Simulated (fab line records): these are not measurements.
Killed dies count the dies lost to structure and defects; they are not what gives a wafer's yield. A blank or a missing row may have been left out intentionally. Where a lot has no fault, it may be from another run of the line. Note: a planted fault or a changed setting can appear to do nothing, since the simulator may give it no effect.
One fault seen from 2 desks -- flow sfqLine -- each desk holds nothing but its own numbers, with what lay behind them at the end

AT THE METROLOGY DESK
What the gauges read for every lot (on any tool): the sampled wafers with a number, averaged. If a lot's mean is further than 4 standard deviations from the usual mean, the lot is out of limits and carries the mark OUT (the distance appears in the brackets).
Columns: A = I6_BOW at SFQ_I6_BOW_MEAS_941, usual 7 um; B = M7_OVL at SFQ_M7_OVL_MEAS_945, usual 3 nm
lot,first seen here,A,B
L799,day 67 19:02,-5,4
L801,day 70 20:23,5,1
L802,day 73 20:11,7,6
L803,day 73 22:01,8,5
L805,day 80 08:49,21,7
L807,day 80 20:45,11,-4
L808,day 81 09:46,6,4
L809,day 81 11:01,4,8
L812,day 81 20:34,-7,-1
L814,day 82 05:15,17,0
L815,day 82 10:34,-6,12
L817,day 82 16:28,4,1
L820,day 83 20:06,14,-0
L821,day 84 03:19,-16,3
This desk's verdict: no lot among the 14 shows anything out of limits.

THE TOOL OWNER'S DESK: cmp-02
The tool's own readings at SFQ_TRILAYER_I6_CMP_CMP_166 (polishes SiO2): means of the sampled wafers that have a number, for each lot that ran on this tool. If a lot's mean is further than 4 standard deviations from the usual mean, the lot is out of limits and carries the mark OUT (the distance appears in the brackets).
Columns: A = edgeZonePressureFrac at SFQ_TRILAYER_I6_CMP_CMP_166, usual 1.000; B = motorCurrentA at SFQ_TRILAYER_I6_CMP_CMP_166, usual 10.0 A; C = slurryFlowMlMin at SFQ_TRILAYER_I6_CMP_CMP_166, usual 149.9; D = timeToEndpointS at SFQ_TRILAYER_I6_CMP_CMP_166, usual 214 s
lot,first seen here,A,B,C,D
L801,day 70 17:23,1.001,9.4,149.6,221
L803,day 73 19:29,1.003,10.3,149.5,221
L805,day 80 05:46,0.998,8.4,149.5,216
L807,day 80 17:45,1.005,8.8,150.0,218
L809,day 81 07:58,1.002,10.2,149.6,213
L812,day 81 17:34,0.997,10.1,150.2,219
L815,day 82 08:34,1.000,10.1,149.7,227
L817,day 82 15:52,1.009,10.1,150.2,215
This desk's verdict: no lot among the 8 shows anything out of limits.

BROUGHT TOGETHER
At the metrology desk, nothing out of limits was observed.
Nothing out of limits was seen by the tool owner's desk.

WHAT HAD BEEN PUT IN BY THE SIMULATOR
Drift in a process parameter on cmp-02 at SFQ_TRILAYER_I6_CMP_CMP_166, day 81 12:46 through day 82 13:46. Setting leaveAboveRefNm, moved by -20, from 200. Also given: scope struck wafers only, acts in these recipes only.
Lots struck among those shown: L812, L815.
